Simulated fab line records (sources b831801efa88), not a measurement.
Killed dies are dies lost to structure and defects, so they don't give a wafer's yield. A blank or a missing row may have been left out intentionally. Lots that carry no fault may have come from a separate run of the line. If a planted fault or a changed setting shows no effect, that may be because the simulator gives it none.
Which tool did it? -- flow sky130 -- 45 wafers from 15 lots sampled at 4 of the route's 708 steps

## WHAT THE GAUGES READ, wafer by wafer
SKY_LOCAL_INTERCONNECT_THK_MEAS_02: measures by xrf. Usual: LOCAL_INTERCONNECT_TIN_THK 100.0 nm, standard deviation 1.3.
lot,measured,on,LOCAL_INTERCONNECT_TIN_THK (nm),flag
L187,day 29 07:45,film_metro-02,101.8 102.1 102.0,
L188,day 29 16:10,film_metro-01,98.5 101.1 99.8,
L190,day 30 10:06,film_metro-01,100.9 99.9 100.1,
L191,day 30 14:18,film_metro-03,100.7 100.6 100.5,
L192,day 30 22:10,film_metro-03,100.8 100.4 100.6,
L193,day 31 10:25,film_metro-02,100.0 100.3 99.9,
L196,day 32 13:20,film_metro-03,102.4 100.7 102.7,
L197,day 33 04:05,film_metro-01,99.8 99.9 99.6,
L198,day 33 09:16,film_metro-02,100.6 100.2 100.1,
L199,day 33 11:38,film_metro-02,99.1 98.7 101.4,
L200,day 33 14:35,film_metro-03,99.1 99.5 99.2,
L202,day 34 11:16,film_metro-01,101.9 99.8 99.8,
L207,day 36 06:53,film_metro-03,98.2 98.5 99.6,
L208,day 36 10:52,film_metro-03,99.0 99.3 98.8,
L209,day 36 13:45,film_metro-01,99.0 98.2 98.4,

SKY_METAL1_OVL_MEAS_16. Usual: METAL1_OVL -2 nm, standard deviation 5.8.
lot,measured,on,METAL1_OVL (nm),flag
L187,day 33 02:05,overlay-02,-4 -1 2,
L188,day 33 07:52,overlay-02,-2 1 -2,
L190,day 34 01:20,overlay-02,-8 -12 -9,
L191,day 34 05:14,overlay-01,7 6 10,
L192,day 34 11:32,overlay-02,-5 -7 -11,
L193,day 35 00:35,overlay-01,-7 -2 -1,
L196,day 36 02:55,overlay-01,-1 -2 -1,
L197,day 36 16:47,overlay-02,-7 -8 -5,
L202,day 37 21:37,overlay-01,-14 -9 -10,
L207,day 39 13:55,overlay-01,-10 -6 -8,
L208,day 39 18:04,overlay-02,1 -3 -2,
L209,day 39 21:35,overlay-02,-6 -8 -11,

## TOOL THAT RAN EACH LOT (tool first, then ch and the chambers of the sampled wafers, then the start)
lot,SKY_CONTACT_EXPOSE_11,SKY_METAL1_SPUTTER_01
L187,"krf_scanner-01 ch 0, day 31 05:26","pvd_sputter-04, day 31 21:11"
L188,"krf_scanner-01 ch 0, day 31 13:04","pvd_sputter-04, day 32 04:19"
L190,"krf_scanner-02 ch 0, day 32 06:11","pvd_sputter-01, day 32 21:49"
L191,"krf_scanner-02 ch 0, day 32 10:32","pvd_sputter-02, day 33 01:23"
L192,"krf_scanner-02 ch 0, day 32 17:04","pvd_sputter-02, day 33 07:41"
L193,"krf_scanner-02 ch 0, day 33 05:41","pvd_sputter-01, day 33 21:04"
L196,"krf_scanner-02 ch 0, day 34 08:39","pvd_sputter-02, day 34 23:53"
L197,"krf_scanner-01 ch 0, day 34 22:59","pvd_sputter-01, day 35 13:41"
L198,"krf_scanner-01, day 35 04:36",-
L199,"krf_scanner-02, day 35 07:04",-
L200,"krf_scanner-02, day 35 09:49",-
L202,"krf_scanner-02 ch 0, day 36 05:49","pvd_sputter-02, day 36 19:14"
L207,"krf_scanner-02 ch 0, day 37 22:55","pvd_sputter-04, day 38 13:17"
L208,"krf_scanner-02 ch 0, day 38 03:44","pvd_sputter-01, day 38 17:13"
L209,"krf_scanner-01 ch 0, day 38 06:49","pvd_sputter-02, day 38 20:50"
- SKY_CONTACT_EXPOSE_11: exposes mask CTM1, target cd 170 nm.
- SKY_METAL1_SPUTTER_01: material TiN, target thk 20 nm, time 16.7 s.

## WHAT THE TOOLS THEMSELVES READ (means of the sampled wafers that have a number; where no wafer has one, the mark that the record gives instead)
SKY_CONTACT_EXPOSE_11. Usual: exposure_dose_mJ_cm2 38.00, standard deviation 0.042; focus_offset_nm 0.1 nm, standard deviation 0.59; reticle_temp_C 22.97 C, standard deviation 0.1.
lot,tool,exposure_dose_mJ_cm2,focus_offset_nm (nm),reticle_temp_C (C),flag
L187,krf_scanner-01,38.00,-0.2,22.90,
L188,krf_scanner-01,38.02,0.2,22.97,
L190,krf_scanner-02,38.03,-0.4,23.08,
L191,krf_scanner-02,38.02,0.7,22.81,
L192,krf_scanner-02,38.02,-0.0,22.92,
L193,krf_scanner-02,38.03,0.3,23.08,
L196,krf_scanner-02,38.04,0.8,22.99,
L197,krf_scanner-01,38.01,0.4,22.91,
L198,krf_scanner-01,-,-,-,OFF
L199,krf_scanner-02,-,-,-,OFF
L200,krf_scanner-02,-,-,-,OFF
L202,krf_scanner-02,37.93,-0.7,22.87,
L207,krf_scanner-02,37.92,0.3,22.95,
L208,krf_scanner-02,38.01,0.4,23.02,
L209,krf_scanner-01,38.02,-0.5,22.99,

SKY_METAL1_SPUTTER_01. Usual: chamber_pressure_pa 0.3999 Pa, standard deviation 0.0008; throttle_valve_pct 29.5 %, standard deviation 0.84.
lot,tool,chamber_pressure_pa (Pa),throttle_valve_pct (%),flag
L187,pvd_sputter-04,0.3992,29.3,
L188,pvd_sputter-04,0.3994,30.3,
L190,pvd_sputter-01,0.3996,29.6,
L191,pvd_sputter-02,0.4001,29.6,
L192,pvd_sputter-02,0.4004,28.4,
L193,pvd_sputter-01,0.4002,30.4,
L196,pvd_sputter-02,0.4005,29.0,
L197,pvd_sputter-01,0.3997,29.3,
L202,pvd_sputter-02,0.3997,29.8,
L207,pvd_sputter-04,0.4000,29.9,
L208,pvd_sputter-01,0.4007,29.4,
L209,pvd_sputter-02,0.4002,30.2,

## THE ANSWER, worked out from the rows above alone
Rule: a lot counts as off when the mean over its wafers that have a number is more than 3 standard deviations away from the usual mean. A lot without any number at a reading at which 4 lots or more have one is off too. Where the step has rows for the other lots, those lots are counted as sound. First the gauges in route order, then the tools' own readings, where a lot's mean is used as printed above. The first step at which some lot is off is used, and at that step the reading that is off furthest; a lot without a number counts as furthest.
Off at SKY_CONTACT_EXPOSE_11 (exposure_dose_mJ_cm2): L198, L199, L200. Without a number there: L198, L199, L200.
A tool fits if, at that step or a process step before it, it ran every lot that is off, and no sound lot after the first of them. No candidate that was tried fits.

## WHAT THE SIMULATOR PUT IN
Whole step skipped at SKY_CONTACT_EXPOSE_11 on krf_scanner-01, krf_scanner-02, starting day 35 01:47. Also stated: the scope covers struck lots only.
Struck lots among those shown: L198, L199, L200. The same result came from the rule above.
